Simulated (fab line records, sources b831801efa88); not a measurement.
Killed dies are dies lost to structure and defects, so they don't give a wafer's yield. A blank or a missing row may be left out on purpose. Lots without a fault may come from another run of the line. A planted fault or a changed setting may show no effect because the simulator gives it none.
Which tool did it? | flow gf180mcu | 13 lots, 39 wafers sampled, at 2 steps of a route of 602

WHAT THE GAUGES READ, wafer by wafer
GF_VT_IMPLANT_TW_MEAS_10.
lot  | measured     | on            | VT_IMPLANT_TW
L113 | day 5 17:52  | film_metro-02 | 566 566 566
L114 | day 5 23:19  | film_metro-02 | 570 567 570
L115 | day 6 04:21  | film_metro-01 | 562 564 563
L116 | day 6 11:20  | film_metro-01 | 565 566 562
L117 | day 6 21:49  | film_metro-04 | 561 562 560
L119 | day 7 10:14  | film_metro-01 | 565 567 564
L121 | day 7 20:34  | film_metro-04 | 563 561 561
L124 | day 8 13:23  | film_metro-02 | 569 569 568
L126 | day 8 23:31  | film_metro-04 | 685 683 686
L128 | day 9 13:44  | film_metro-02 | 573 569 570
L129 | day 9 20:22  | film_metro-04 | 689 689 689
L135 | day 11 08:59 | film_metro-01 | 564 562 567
L136 | day 11 13:20 | film_metro-02 | 564 566 563

WHICH TOOL RAN EACH LOT (tool, then ch and the chambers of the sampled wafers, then the start)
lot  | GF_VT_IMPLANT_IMPLANT_08
L113 | implanter-03 ch 0, day 5 17:37
L114 | implanter-01 ch 0, day 5 23:05
L115 | implanter-01 ch 0, day 6 04:09
L116 | implanter-01 ch 0, day 6 11:05
L117 | implanter-03 ch 0, day 6 21:34
L119 | implanter-01 ch 0, day 7 10:01
L121 | implanter-01 ch 0, day 7 20:19
L124 | implanter-03 ch 0, day 8 13:10
L126 | implanter-01 ch 0, day 8 23:16
L128 | implanter-03 ch 0, day 9 13:31
L129 | implanter-01 ch 0, day 9 20:07
L135 | implanter-04 ch 0, day 11 08:46
L136 | implanter-04 ch 0, day 11 13:05
- GF_VT_IMPLANT_IMPLANT_08

WHAT THE TOOLS THEMSELVES READ (means of the sampled wafers that have a number; where no wafer has one, the mark that the record gives instead)
GF_VT_IMPLANT_IMPLANT_08.
lot  | tool         | dose_ions_cm2 | faraday_current_uA
L113 | implanter-03 | 8.28e+12      | 47.7
L114 | implanter-01 | 8.29e+12      | 46.9
L115 | implanter-01 | 8.30e+12      | 47.0
L116 | implanter-01 | 8.28e+12      | 47.3
L117 | implanter-03 | 8.29e+12      | 46.7
L119 | implanter-01 | 8.28e+12      | 46.6
L121 | implanter-01 | 8.30e+12      | 46.7
L124 | implanter-03 | 8.29e+12      | 46.1
L126 | implanter-01 | 1.60e+13      | 89.5
L128 | implanter-03 | 8.29e+12      | 47.0
L129 | implanter-01 | 1.60e+13      | 90.8
L135 | implanter-04 | 8.29e+12      | 47.1
L136 | implanter-04 | 8.29e+12      | 46.8

THE ANSWER, worked out from the rows above alone
Rule: what is usual is taken from the lots themselves. Put in order of their means at a reading, lots are off if they are a third of the lots or fewer, leave a main group of 4 or more, and stand apart from it by a gap of 3 or more times the standard deviation of the main group's means; of several such gaps the widest counts. A main group whose means are all the same, to the digits that the tables above print for the reading, isn't used. A lot without any number at a reading at which 4 lots or more have one is off too. The other lots that the step has rows for count as sound. The gauges are gone through in route order, then the tools' own readings, and for those a lot's mean is taken as printed above. The first step at which some lot is off is used, and at that step the reading that is off furthest; a lot without a number counts as furthest.
Off: L126, L129, at GF_VT_IMPLANT_TW_MEAS_10 (VT_IMPLANT_TW). The main group: mean 565, standard deviation 2.9.
A tool fits if, at a process step before that reading, it ran every lot that is off, and no sound lot after the first of them. The gauges at GF_VT_IMPLANT_TW_MEAS_10 aren't tried: what is off there is off at GF_VT_IMPLANT_IMPLANT_08 too, on other tools, and a gauge's error can't cause that. One fits: implanter-01 at GF_VT_IMPLANT_IMPLANT_08. Its last sound lot is L121 (day 7 20:19), its first lot that is off L126 (day 8 23:16): a fault that began between those two fits.
The tool's own readings at GF_VT_IMPLANT_IMPLANT_08 bear it out: on the lots that are off they differ by more than 5 times the standard deviation of the sound lots' means. dose_ions_cm2 reads 1.60e+13 there against 8.29e+12 on the sound lots; faraday_current_uA reads 90.2 there against 46.9 on the sound lots.

WHAT THE SIMULATOR HAD PUT IN
Process parameter drift: implanter-01, from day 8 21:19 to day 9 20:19, at GF_VT_IMPLANT_IMPLANT_08. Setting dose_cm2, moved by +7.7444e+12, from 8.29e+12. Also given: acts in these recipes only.
Lots struck among those shown: L126, L129. The rule above found the same.
